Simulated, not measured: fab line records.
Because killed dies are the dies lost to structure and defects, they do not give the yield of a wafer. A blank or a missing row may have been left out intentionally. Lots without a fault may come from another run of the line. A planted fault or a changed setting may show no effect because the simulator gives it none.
Comparing a struck lot with a sound one | flow gf180mcu | 15 out of 602 route steps
Sound: these wafers, L910.1, L910.2, L910.4. Struck: wafers L922.2, L922.3, L922.6. The cause comes at the end.
Each step with rows lists, per side, the tool, then ch with its chambers, then its first start. Under that, the readings that differ: sound wafers | struck wafers | difference of the means | sigmas: that difference in standard deviations of wafers without a fault.
alike: words and numbers the same on both sides, and readings whose means are apart by under 2 such deviations; not compared: readings that were withheld, readings missing a value for some wafer, numbers with overlapping values and no deviation given by the record, and bounds like >300 which may hide the same value.
The two part at a step that has a row with sigmas, a row that says differs or no value, or rows on one side only. Non-overlapping numbers with no deviation appear without sigmas and do not part them. A reading that every wafer of one side lacks parts them only if that side has two wafers or more.

first, 3 steps without rows for these wafers: GF_V4_EXPOSE_11 (exposes mask Via4, target cd 260 nm); GF_V4_PEB_12 (peb time 90 s); GF_V4_DEVELOP_13 (develop time 60 s).
GF_V4_CD_MEAS_14 targets a cd of 260 nm.
  sound on cdSem-01, day 27 01:22; struck on cdSem-01, day 30 22:46
reading   | sound             | struck            | difference | sigmas
cdNm (nm) | 256.5 257.1 257.2 | 260.6 260.8 260.1 | +3.6       | +3
GF_V4_OVL_MEAS_15:
  sound on overlay-01, day 27 01:29; struck on overlay-02, day 30 22:53
  alike: V4_OVL
GF_V4_ETCH_16: etches BARC in N2/H2.
  sound on rieDiel-04 ch 0,3, day 27 01:31; struck on rieDiel-02 ch 1,3, day 30 22:55
  alike: drypumpMotorCurrentA, oesProductAu, throttleValvePct
GF_V4_ETCH_17: etches SiO2 in C4F8/O2/Ar, stops on TiN, target depth 630 nm.
  sound: rieDiel-04 ch 0,3; struck: rieDiel-02 ch 1,3
  alike: oesProductAu
GF_V4_STRIP_18: strips in O2/N2.
  sound on plasmaAsher-01 ch 0,1, day 27 01:39; struck on plasmaAsher-01 ch 0,1, day 30 23:02
  alike: drypumpMotorCurrentA, heaterPowerW, oesProductAu
  not compared: rfHoursCounterH
then, 2 steps without rows for these wafers: GF_V4_STRIP_19 (strips in post etch residue remover, time 1200 s); GF_V4_CLEAN_20 (cleans in DIW).
GF_V4_SPUTTER_21: material Ti, target thk 15 nm, time 80.02 s.
  sound on pvdSputter-04, day 27 02:11; struck on pvdSputter-03, day 30 23:35
  alike: throttleValvePct
GF_V4_SPUTTER_22: material TiN, target thk 10 nm, time 40 s.
  sound on pvdSputter-04, day 27 02:14; struck on pvdSputter-03, day 30 23:39
  alike: throttleValvePct
GF_V4_CVD_23: deposits W, target thk 350 nm, time 104.9 s.
  sound on cvdW-02 ch 0,1, day 27 02:17; struck on cvdW-01 ch 0, day 30 23:41
reading                         | sound             | struck            | difference | sigmas
chamberPressureTorr (Torr)      | 39.93 39.97 39.92 | 38.53 38.63 38.63 | -1.34      | -15
model.W_of_V4_CVD_23.thkNm (nm) | 355.4 353.3 355.6 | 344.8 342.3 341.4 | -11.9      | 
  alike: heaterPowerW
GF_V4_RS_MEAS_24: a four-point-probe measurement.
  sound on filmMetro-02, day 27 02:23; struck on filmMetro-04, day 30 23:49
reading          | sound             | struck            | difference | sigmas
V4_W_RS (ohm/sq) | 0.322 0.324 0.322 | 0.332 0.335 0.336 | +0.012     | +4
GF_PASSIVATION_PROBE_99:
  the record holds rows for the sound wafers here (prober-02, day 31 08:43) but none for the struck ones

== WHERE THEY PART ==
At GF_V4_CD_MEAS_14 first; at GF_PASSIVATION_PROBE_99 last (within this record only).

WHY: whatever the simulator had introduced
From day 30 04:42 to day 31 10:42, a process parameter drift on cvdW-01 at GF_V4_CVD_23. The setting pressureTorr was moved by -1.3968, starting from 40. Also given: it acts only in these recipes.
